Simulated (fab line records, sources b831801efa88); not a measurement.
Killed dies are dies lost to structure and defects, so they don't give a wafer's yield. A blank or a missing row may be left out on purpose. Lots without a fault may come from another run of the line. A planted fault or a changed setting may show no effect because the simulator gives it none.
fab line records | flow sky130
record lots=5 wafers=15 last_day=50
route steps=708 shown GATE_OXIDE@198 POLY_GATE@204 RES_PROTECT@206 PAD_OPEN@708
lots that met no fault: from a run of the same line without faults
start_h: hours from the record's first day to the start of the lot's first wafer shown | wait_h: hours since the lot's step before | " the same as in the row above | L1.1+2: a row that stands for several wafers | - no value, or no start given | * or withheld: withheld | < > ~ a bound
route shown NAME@n: a module of which the file shows steps, and the number in the route of the first | usual: mean/standard deviation of fault-free wafers | same: alike in all rows | chamber/n: place in a boat | sites: the reading at each site | _std_site: their standard deviation | _edge_site: outer sites' mean less inner sites' | radius_mm: how far each site lies from the wafer's centre | mask NAME#n: copy n | behind: the tool/chamber that last shaped the wafer | hold: why the lot was held/for how many hours/how that ended | device: the transistor (n, p or np) that didn't switch | end of line: the same wafers' tests at the end of the route | a step without rows: its recipe alone | killed: dies lost to structure and defects at the first sort, not the wafer's yield | map: a wafer's dies, x killed, . not, _ none there
set.NAME: the setting as run; set.NAME@STEP: as run at that earlier step | model.NAME: the simulator's own value behind a step, which no gauge read
lots at some steps of the route; a table a step, a row a wafer
services: from which hour (start_h, from the record's first day; less than 0 if before it) a tool's chamber was out of use, for how many hours, and why
## steps
# step SKY_GATE_OXIDE_IMPLANT_11
# recipe species=B energy_kev=10 dose_cm2=2.543e+12 tilt_deg=withheld
# step SKY_GATE_OXIDE_WET_ETCH_12
# recipe chemistry=dHF target_depth_nm=16.8 dry=n2_spin target=SiO2 dilution=100:1 temp_c=25 time_s=336
# step SKY_GATE_OXIDE_STRIP_13
# recipe chemistry=O2/N2 power_w=1400 pressure_mtorr=1500 platen_temp_c=withheld o2_flow_sccm=3000 n2_flow_sccm=300 overash_fraction=0.5
# usual drypump_motor_current_A=5.8/0.48 oes_product_au=0.715/0.0047 strip_time_to_endpoint_s=14.19/0.034
# columns lot.wafer tool chamber start_h wait_h drypump_motor_current_A oes_product_au rf_hours_counter_h strip_time_to_endpoint_s
L708.1 plasma_asher-01 0 320.99 0.0 6.3 0.715 62 14.24
L708.2 " 1 " " 5.4 0.712 62 14.18
L708.3 " 1 " " 5.4 0.716 - 14.19
L711.3 plasma_asher-01 1 352.71 0.0 5.3 0.724 - 14.21
L711.5 " 0 " " 6.3 0.717 - 14.16
L711.6 " 1 " " 5.3 0.714 - 14.18
L720.2 plasma_asher-01 1 420.29 0.0 5.4 0.712 71 14.14
L720.3 " 1 " " 5.4 0.710 - 14.13
L720.5 " 1 " " 5.4 0.727 - 14.16
L727.1 plasma_asher-02 0 481.17 0.0 5.0 0.711 70 14.21
L727.4 " 1 " " 5.6 0.716 - 14.17
L727.6 " 1 " " 5.6 0.708 - 14.15
L729.3 plasma_asher-02 0 501.02 0.0 5.0 0.714 - 14.20
L729.4 " 1 " " 5.6 0.720 - 14.16
L729.5 " 1 " " 5.6 0.717 - 14.12
# step SKY_GATE_OXIDE_TW_MEAS_14
# usual GATE_OXIDE_TW=222.1/1.7
# columns lot.wafer tool chamber start_h wait_h GATE_OXIDE_TW
L708.1 film_metro-02 - 321.09 0.1 223.1
L708.2 " - " " 222.7
L708.3 " - " " 223.3
L711.3 film_metro-01 - 352.80 0.1 223.3
L711.5 " - " " 225.5
L711.6 " - " " 223.8
L720.2 film_metro-01 - 420.40 0.1 223.2
L720.3 " - " " 222.9
L720.5 " - " " 223.1
L727.1 film_metro-04 - 481.27 0.1 221.1
L727.4 " - " " 221.1
L727.6 " - " " 220.5
L729.3 film_metro-01 - 501.11 0.1 224.1
L729.4 " - " " 224.3
L729.5 " - " " 223.9
# step SKY_GATE_OXIDE_CLEAN_15
# recipe chemistry=SC1/SC2 mix=1:4:20 temp_c=70 time_s=150 dry=n2_spin
# step SKY_GATE_OXIDE_OXIDATION_16
# recipe temp_c=807.6 ambient=O2 idle_temp_c=700 ramp_up_c_per_min=10 ramp_down_c_per_min=3 stabilise_s=600 purge_s=300 target_thk_a=35.7 ox_time_s=1915
# step SKY_POLY_GATE_CVD_00
# recipe material=poly-Si target_thk_nm=180 temp_c=620 time_s=720 pressure_mtorr=200
# step SKY_POLY_GATE_THK_MEAS_01
# recipe reads=poly-Si_of_POLY_GATE_CVD_00
# usual POLY_GATE_CVD_00_THK=179.9/1.5
# columns lot.wafer tool chamber start_h wait_h POLY_GATE_CVD_00_THK[nm]
L708.1 film_metro-03 - 325.96 0.0 179.9
L708.2 " - " " 178.2
L708.3 " - " " 179.0
L711.3 film_metro-01 - 355.65 0.0 179.6
L711.5 " - " " 177.4
L711.6 " - " " 178.4
L720.2 film_metro-02 - 424.86 0.0 179.4
L720.3 " - " " 179.7
L720.5 " - " " 179.1
L727.1 film_metro-01 - 484.11 0.0 181.3
L727.4 " - " " 181.8
L727.6 " - " " 182.3
L729.3 film_metro-01 - 503.95 0.0 182.2
L729.4 " - " " 182.4
L729.5 " - " " 182.8
# step SKY_RES_PROTECT_DEHYDRATE_00
# recipe temp_c=200 time_s=60
# step SKY_RES_PROTECT_HMDS_01
# recipe prime_time_s=60 prime_temp_c=120
# step SKY_RES_PROTECT_COAT_02
# recipe resist=NOVOLAK spin_rpm=3000 resist_thk_nm=1140
# step SKY_RES_PROTECT_SOFTBAKE_03
# recipe temp_c=90 time_s=60 resist=NOVOLAK
# step SKY_RES_PROTECT_EXPOSE_04
# recipe mask_id=RPM na=0.6 source_shape=conventional sigma_outer=0.6 polarization=unpolarized target_cd_nm=1270 dose_mj=131
# columns lot.wafer tool chamber start_h wait_h mask
L708.1+2+3 iline_stepper-01 0 338.68 - RPM#0
L711.3+5+6 iline_stepper-02 0 368.94 - RPM#0
L720.2+3+5 iline_stepper-01 0 441.06 - RPM_R1#0
L727.1+4+6 iline_stepper-01 0 499.63 - RPM#0
L729.3+4+5 iline_stepper-01 0 519.07 - RPM#0
# step SKY_RES_PROTECT_PEB_05
# recipe temp_c=withheld time_s=* resist=NOVOLAK
# step SKY_PAD_OPEN_PROBE_99
# usual killed_at_M0_to_M3=43/7.2 killed_at_M4_up=3.3/2 killed_at_contacts=25/5.8 killed_at_front_end=15/4.5 killed_at_other=0.3/0.62 killed_dies=86/9.4 killed_open=47/7.1 killed_short=39/6
# same gross_dies=492 killed_at_back_side=0
# columns lot.wafer tool chamber start_h wait_h killed_at_M0_to_M3 killed_at_M4_up killed_at_contacts killed_at_front_end killed_at_other killed_dies killed_open killed_short
L711.3 prober-01 - 1107.24 0.2 43 3 28 20 0 94 51 43
L711.5 prober-01 - 1107.34 0.2 33 3 17 19 0 72 41 31
L711.6 prober-01 - 1107.39 0.2 27 2 39 20 0 88 46 42
L720.2 prober-01 - 1155.62 0.1 37 7 27 15 0 86 45 41
L720.3 prober-01 - 1155.67 0.2 45 5 27 7 0 84 47 37
L720.5 prober-01 - 1155.77 0.2 43 3 26 22 1 95 46 49
L729.3 prober-02 - 1195.63 0.2 49 1 20 17 0 87 50 36
L729.4 prober-02 - 1195.68 0.2 39 4 30 10 0 83 44 39
L729.5 prober-02 - 1195.73 0.2 31 2 20 24 0 77 38 39
# killed by level:class
L711.3 VIA1:geometric_particle:open=14 CONTACT:geometric_particle:open=12 FIELD_ISO:geometric_particle:short=6 VIA2:geometric_particle:open=6 POLY_GATE:geometric_particle:open=6 LI_CONTACT:geometric_particle:open=5 METAL1:geometric_particle:short=5 METAL3:geometric_particle:short=5
L711.5 CONTACT:geometric_particle:open=8 VIA3:geometric_particle:short=7 FIELD_ISO:geometric_particle:open=6 VIA2:geometric_particle:open=5 VIA1:geometric_particle:open=5 POLY_GATE:geometric_particle:short=4 LI_CONTACT:geometric_particle:open=4 METAL1:geometric_particle:short=4
L711.6 LI_CONTACT:geometric_particle:open=13 VIA1:geometric_particle:open=10 CONTACT:geometric_particle:open=10 POLY_GATE:geometric_particle:short=7 POLY_GATE:geometric_particle:open=6 LI_CONTACT:geometric_particle:short=6 CONTACT:geometric_particle:short=6 LOCAL_INTERCONNECT:geometric_particle:short=4
L720.2 VIA1:geometric_particle:open=12 CONTACT:geometric_particle:short=9 CONTACT:geometric_particle:open=8 LOCAL_INTERCONNECT:geometric_particle:short=5 METAL1:geometric_particle:short=5 VIA1:geometric_particle:short=5 FIELD_ISO:geometric_particle:short=4 VIA2:geometric_particle:open=4
L720.3 VIA1:geometric_particle:open=9 LI_CONTACT:geometric_particle:open=9 LOCAL_INTERCONNECT:geometric_particle:short=8 METAL2:geometric_particle:short=7 VIA3:geometric_particle:open=6 CONTACT:geometric_particle:open=5 METAL1:geometric_particle:short=5 VIA2:geometric_particle:open=5
L720.5 VIA3:geometric_particle:open=9 VIA1:geometric_particle:open=8 LOCAL_INTERCONNECT:geometric_particle:open=7 LOCAL_INTERCONNECT:geometric_particle:short=7 FIELD_ISO:geometric_particle:short=5 POLY_GATE:geometric_particle:open=5 CONTACT:geometric_particle:short=5 METAL1:geometric_particle:short=5
L729.3 VIA1:geometric_particle:open=14 LI_CONTACT:geometric_particle:open=8 METAL1:geometric_particle:short=8 VIA3:geometric_particle:open=7 FIELD_ISO:geometric_particle:open=6 VIA2:geometric_particle:open=5 CONTACT:geometric_particle:open=4 VIA1:geometric_particle:short=4
L729.4 LI_CONTACT:geometric_particle:open=10 VIA1:geometric_particle:open=10 CONTACT:geometric_particle:open=9 VIA1:geometric_particle:short=7 VIA2:geometric_particle:open=6 LOCAL_INTERCONNECT:geometric_particle:short=6 METAL2:geometric_particle:short=4 FIELD_ISO:geometric_particle:open=3
L729.5 CONTACT:geometric_particle:open=7 POLY_GATE:geometric_particle:short=6 CONTACT:geometric_particle:short=5 VIA1:geometric_particle:open=5 VIA3:geometric_particle:open=5 POLY_GATE:geometric_particle:open=4 LI_CONTACT:geometric_particle:open=4 VIA1:geometric_particle:short=4
## services
# columns tool chamber start_h hours kind
iline_stepper-02 - 310.99 3.7 repair
plasma_asher-01 - 335.88 2.8 pm
plasma_asher-01 - 363.35 2.0 repair
iline_stepper-02 - 365.99 1.7 pm
iline_stepper-01 - 429.89 1.7 pm
iline_stepper-02 0 446.29 - calibration
iline_stepper-02 - 483.47 3.7 repair
iline_stepper-01 0 503.63 - calibration
iline_stepper-02 - 507.55 12.8 repair
## key
first_sign step=SKY_RES_PROTECT_EXPOSE_04 reading=mask direction=changed
effect none on later readings
met_at SKY_RES_PROTECT_EXPOSE_04
struck_wafers L720.2,L720.3,L720.5
tester_left_out L720
onset_between 338.68 441.06
fault kind=wrong_mask tool=any chamber=- onset_h=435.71 steps=SKY_RES_PROTECT_EXPOSE_04 aux_copy=RPM_R1#0 cd_offset_nm=190 scope=struck_lots_only
# tester_left_out: of these lots the tester's yield and bins aren't shown, on N5 and GAA mostly nor the transistor test; their killed dies are dies lost to structure and defects alone, not to doping, threshold or leakage, so they don't give the yield
